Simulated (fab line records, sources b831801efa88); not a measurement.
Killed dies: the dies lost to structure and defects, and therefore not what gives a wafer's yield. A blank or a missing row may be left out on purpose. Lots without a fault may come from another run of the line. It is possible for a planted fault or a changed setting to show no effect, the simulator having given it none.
Struck lot and sound lot, side by side / flow gf180mcu / 14 steps out of a route of 602
Sound: these wafers, L753.2, L753.5, L753.6. Wafers struck: L739.1, L739.2, L739.4. At the end, the cause is stated.
Each step with rows lists, per side, the tool, then ch with its chambers, then its first start. Under that, the readings that differ: sound wafers / struck wafers / difference of the means / sigmas: that difference in standard deviations of wafers without a fault.
alike: words and numbers the same on both sides, and readings whose means are apart by under 2 such deviations; not compared: readings that were withheld, readings missing a value for some wafer, numbers with overlapping values and no deviation given by the record, and bounds like >300 which may hide the same value.
A row with sigmas, a row that says differs or no value, or rows on one side alone: a step with any of these is where the two part. Numbers that don't overlap but have no deviation are shown without sigmas and don't part them. Lack of a reading on every wafer of one side parts them only where that side has two or more wafers.

GF_TOP_METAL_STRIP_17: strips in O2/N2.
  sound on plasma asher-03 ch 0,1, day 33 22:19; struck on plasma asher-01 ch 0,1, day 30 13:23
reading=strip time to endpoint s (s); sound=13.33 13.37 13.35; struck=13.54 13.51 13.51; difference=+0.17; sigmas=+2
  alike: drypump motor current A, heater power w, oes product au
  not compared: rf hours counter h
then, 2 steps without rows for these wafers: GF_TOP_METAL_STRIP_18 (strips in post etch residue remover, time 1200 s); GF_TOP_METAL_CLEAN_19 (cleans in DIW).
GF_PASSIVATION_CVD_00: deposits SiO2 from TEOS, target thk 1000 nm, time 111.95 s.
  sound on pecvd-02 ch 0,1, day 33 22:51; struck on pecvd-02 ch 0,1, day 30 13:55
  alike: heater power w
GF_PASSIVATION_THK_MEAS_01:
  sound: film metro-04 at day 33 22:56; struck: film metro-03 at day 30 13:59
  alike: PASSIVATION_CVD_00_THK
GF_PASSIVATION_CVD_02: deposits Si3N4, target thk 700 nm, time 486.18 s.
  sound on pecvd-01 ch 0,2, day 33 22:59; struck on pecvd-04 ch 1,2, day 30 14:03
  alike: heater power w
GF_PASSIVATION_THK_MEAS_03:
  sound: film metro-03 at day 33 23:26; struck: film metro-01 at day 30 14:20
  alike: PASSIVATION_CVD_02_THK
then, 5 steps without rows for these wafers: GF_PASSIVATION_DEHYDRATE_04 (time 60 s); GF_PASSIVATION_HMDS_05 (prime time 60 s); GF_PASSIVATION_COAT_06 (resist thk 4000 nm); GF_PASSIVATION_SOFTBAKE_07; GF_PASSIVATION_EXPOSE_08 (exposes mask Pad, target cd 40000 nm).
GF_PASSIVATION_PEB_09:
  struck on litho track-03, day 31 07:00; sound on litho track-01 ch 0, day 34 13:00
  no value came back on the struck wafers for chill plate temp C (C), exhaust pa (Pa), heater power total W (W); on the sound wafers chill plate temp C (C) reads 23.03 23.07 23.12
then, 1 step without rows for these wafers: GF_PASSIVATION_DEVELOP_10 (develop time 60 s).

## WHERE THEY PART
Earliest at GF_TOP_METAL_STRIP_17; latest, in this record, at GF_PASSIVATION_PEB_09.

WHY: what the simulator had put in
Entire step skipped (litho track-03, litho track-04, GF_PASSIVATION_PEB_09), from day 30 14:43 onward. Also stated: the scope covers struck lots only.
